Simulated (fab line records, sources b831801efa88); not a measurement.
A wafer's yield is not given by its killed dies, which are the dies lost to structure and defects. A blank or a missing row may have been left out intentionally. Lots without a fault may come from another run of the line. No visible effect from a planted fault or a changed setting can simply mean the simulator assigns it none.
Matching of chambers    flow sfqLine    3 sister chambers for SFQ_TRILAYER_I7_DEP_PECVD_183 on pecvd-04
The step deposits SiO2 from SiH4/N2O, time 111.11 s, target thk 500 nm. 6 wafers are shown with their chamber, then 9 later ones without.

== WAFERS PAIRED WITH THEIR CHAMBERS ==
wafer   chamber  throttleValvePct (%)  heaterPowerW (W)
L470.4  0        25.6                  75
L473.6  0        25.4                  75
L475.5  2        23.5                  81
L476.1  1        27.3                  104
L476.2  2        23.5                  82
L476.5  1        27.3                  108

== WAFERS WITHOUT THEIR CHAMBER ==
wafer   throttleValvePct (%)  heaterPowerW (W)
L478.3  25.7                  73
L478.5  25.8                  77
L478.6  23.9                  81
L479.2  23.6                  81
L479.5  25.4                  80
L479.6  23.5                  82
L482.1  25.6                  65
L482.2  26.9                  102
L482.6  23.6                  79

== THE CHAMBER EACH PASSED THROUGH ==
wafer   from the rows above  in truth
L478.3  0                    0
L478.5  0                    0
L478.6  2                    2
L479.2  2                    2
L479.5  0                    0
L479.6  2                    2
L482.1  0                    0
L482.2  1                    1
L482.6  2                    2
Correctly placed: 9 of 9. Can't be placed from these rows: 0. Wrongly placed: 0.
How it was worked out, from the rows above alone: a wafer's distance from a chamber is the root of the sum, over the readings, of the square of ((its reading less the chamber's mean) divided by the reading's scatter). If the next closest chamber is less than 2 further off than the closest, the wafer can't be placed; otherwise it belongs to the closest. For every chamber, the mean is computed from those of its wafers that are shown. How the scatter is found: for the shown wafers, subtract from each reading the mean of its chamber, square and add these, divide the total by (wafers less chambers), then take the root.
